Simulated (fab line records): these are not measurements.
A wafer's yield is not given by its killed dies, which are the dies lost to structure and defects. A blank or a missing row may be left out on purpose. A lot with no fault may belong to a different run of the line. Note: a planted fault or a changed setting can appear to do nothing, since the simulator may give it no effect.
Struck lot and sound lot, side by side -- flow sky130 -- 43 steps out of a route of 708
Sound: these wafers, L501.1, L501.2, L501.3. Struck: wafers L517.1, L517.4, L517.5. The cause is named last.
Order at every step that has rows: each side's tool, ch and its chambers, its first start. Under that, the readings that differ: sound wafers -- struck wafers -- difference of the means -- sigmas: that difference in standard deviations of wafers without a fault.
alike: same words and numbers on both sides, and readings whose means sit less than 2 such deviations apart. not compared: any withheld reading, any reading some wafer has no value for, any bound like >300 that may hide the same value, and any number with overlapping values for which the record gives no deviation.
The two part at a step that has a row with sigmas, a row that says differs or no value, or rows on one side only. Non-overlapping numbers with no deviation appear without sigmas and do not part them. Lack of a reading on every wafer of one side parts them only where that side has two or more wafers.

first, 1 step without rows for these wafers: SKY_SONOS_ONO_CVD_04 (deposits SiO2 from SiH4/N2O, target thk 5.7199 nm).
SKY_SONOS_ONO_THK_MEAS_05:
  sound on film-metro-03 at day 12 13:41; struck on film-metro-03 at day 17 23:01
reading,sound,struck,difference,sigmas
SONOS_ONO_CVD_04_THK (nm),5.66 5.78 5.59,5.91 6.00 5.87,+0.25,+3
then, 7 steps without rows for these wafers: SKY_SONOS_ONO_DEHYDRATE_06 (time 60 s); SKY_SONOS_ONO_HMDS_07 (prime time 60 s); SKY_SONOS_ONO_COAT_08 (resist thk 1140 nm); SKY_SONOS_ONO_SOFTBAKE_09 (time 60 s); SKY_SONOS_ONO_EXPOSE_10 (exposes mask ONOM, target cd 410 nm); SKY_SONOS_ONO_PEB_11; SKY_SONOS_ONO_DEVELOP_12 (develop time 60 s).
SKY_SONOS_ONO_CD_MEAS_13: target cd 410 nm.
  sound on cd-sem-01 at day 13 14:29; struck on cd-sem-01 at day 19 04:37
  alike: cd-nm
SKY_SONOS_ONO_OVL_MEAS_14:
  sound on overlay-01 at day 13 14:36; struck on overlay-02 at day 19 04:44
  alike: SONOS_ONO_OVL
SKY_SONOS_ONO_ETCH_15: etches the open film in CHF3/O2, target depth 19.52 nm, time 7.8 s.
  sound on rie-diel-04 ch 0,1,3, day 13 14:38; struck on rie-diel-03 ch 0,2,3, day 19 04:46
  alike: drypump-motor-current-A, oes-product-au, throttle-valve-pct
  not compared: rf-hours-counter-h
SKY_SONOS_ONO_WET_ETCH_16: etches SiO2 in dHF, target depth 14 nm, time 292.8 s.
  sound on wet-bench-02 ch 1, day 13 14:40; struck on wet-bench-02 ch 0, day 19 04:47
SKY_SONOS_ONO_STRIP_17: strips in O2/N2.
  sound on plasma-asher-02 ch 0,1, day 13 14:45; struck on plasma-asher-02 ch 0,1, day 19 04:53
  alike: drypump-motor-current-A, oes-product-au, strip-time-to-endpoint-s
  not compared: rf-hours-counter-h
then, 3 steps without rows for these wafers: SKY_SONOS_ONO_WET_ETCH_18 (etches Si3N4 in H3PO4, target depth 15 nm, time 172 s); SKY_GATE_OXIDE_CLEAN_00 (cleans in SC1/SC2, time 150 s); SKY_GATE_OXIDE_OXIDATION_01 (stabilise 600 s, purge 300 s, target thk 10.268 nm).
SKY_GATE_OXIDE_THK_MEAS_02:
  sound on film-metro-03 at day 13 18:02; struck on film-metro-04 at day 19 06:35
reading,sound,struck,difference,sigmas
GATE_OXIDE_OXIDATION_00_THK (nm),10.19 10.21 10.32,10.67 10.53 10.62,+0.37,+2
then, 7 steps without rows for these wafers: SKY_GATE_OXIDE_DEHYDRATE_03 (time 60 s); SKY_GATE_OXIDE_HMDS_04 (prime time 60 s); SKY_GATE_OXIDE_COAT_05 (resist thk 1140 nm); SKY_GATE_OXIDE_SOFTBAKE_06 (time 60 s); SKY_GATE_OXIDE_EXPOSE_07 (exposes mask LVOM, target cd 600 nm); SKY_GATE_OXIDE_PEB_08; SKY_GATE_OXIDE_DEVELOP_09 (develop time 60 s).
SKY_GATE_OXIDE_OVL_MEAS_10:
  sound on overlay-02 at day 14 20:17; struck on overlay-01 at day 20 13:28
  alike: GATE_OXIDE_OVL
then, 2 steps without rows for these wafers: SKY_GATE_OXIDE_IMPLANT_11; SKY_GATE_OXIDE_WET_ETCH_12 (etches SiO2 in dHF, target depth 16.8 nm, time 336 s).
SKY_GATE_OXIDE_STRIP_13: strips in O2/N2.
  sound on plasma-asher-03 ch 0,1, day 14 20:35; struck on plasma-asher-03 ch 0, day 20 13:45
  alike: drypump-motor-current-A, oes-product-au, strip-time-to-endpoint-s
  not compared: rf-hours-counter-h
SKY_GATE_OXIDE_TW_MEAS_14:
  sound on film-metro-04 at day 14 20:41; struck on film-metro-01 at day 20 13:51
  alike: GATE_OXIDE_TW
then, 3 steps without rows for these wafers: SKY_GATE_OXIDE_CLEAN_15 (cleans in SC1/SC2, time 150 s); SKY_GATE_OXIDE_OXIDATION_16 (stabilise 600 s, purge 300 s, target thk 3.57 nm); SKY_POLY_GATE_CVD_00 (deposits poly-Si, target thk 180 nm, time 720 s).
SKY_POLY_GATE_THK_MEAS_01:
  sound on film-metro-02 at day 14 23:59; struck on film-metro-02 at day 20 17:37
  alike: POLY_GATE_CVD_00_THK
then, 8 steps without rows for these wafers: SKY_RES_PROTECT_DEHYDRATE_00 (time 60 s); SKY_RES_PROTECT_HMDS_01 (prime time 60 s); SKY_RES_PROTECT_COAT_02 (resist thk 1140 nm); SKY_RES_PROTECT_SOFTBAKE_03 (time 60 s); SKY_RES_PROTECT_EXPOSE_04 (exposes mask RPM, target cd 1270 nm); SKY_RES_PROTECT_PEB_05; SKY_RES_PROTECT_DEVELOP_06 (develop time 60 s); SKY_POLY_GATE_IMPLANT_02.
-- here the record skips 30 days between the struck wafers' starts before and after, leaving off in module POLY_GATE and picking up in module PAD_OPEN (first step shown: number 708 of the route) --
SKY_PAD_OPEN_PROBE_99:
  sound on prober-02 at day 46 15:19; struck on prober-02 at day 50 07:03
reading,sound,struck,difference,sigmas
killed-at-front-end,16 13 19,75 84 83,+65,+15
killed-at-other,0 0 0,0 3 1,+1,+3
killed-dies,99 81 89,145 161 163,+67,+8
  alike: killed_at_M0_to_M3, killed_at_M4_up, killed-at-contacts, killed-open, killed-short

## WHERE THEY PART
Last at SKY_PAD_OPEN_PROBE_99 as far as this record goes, first at SKY_SONOS_ONO_THK_MEAS_05.

WHY: whatever the simulator had introduced
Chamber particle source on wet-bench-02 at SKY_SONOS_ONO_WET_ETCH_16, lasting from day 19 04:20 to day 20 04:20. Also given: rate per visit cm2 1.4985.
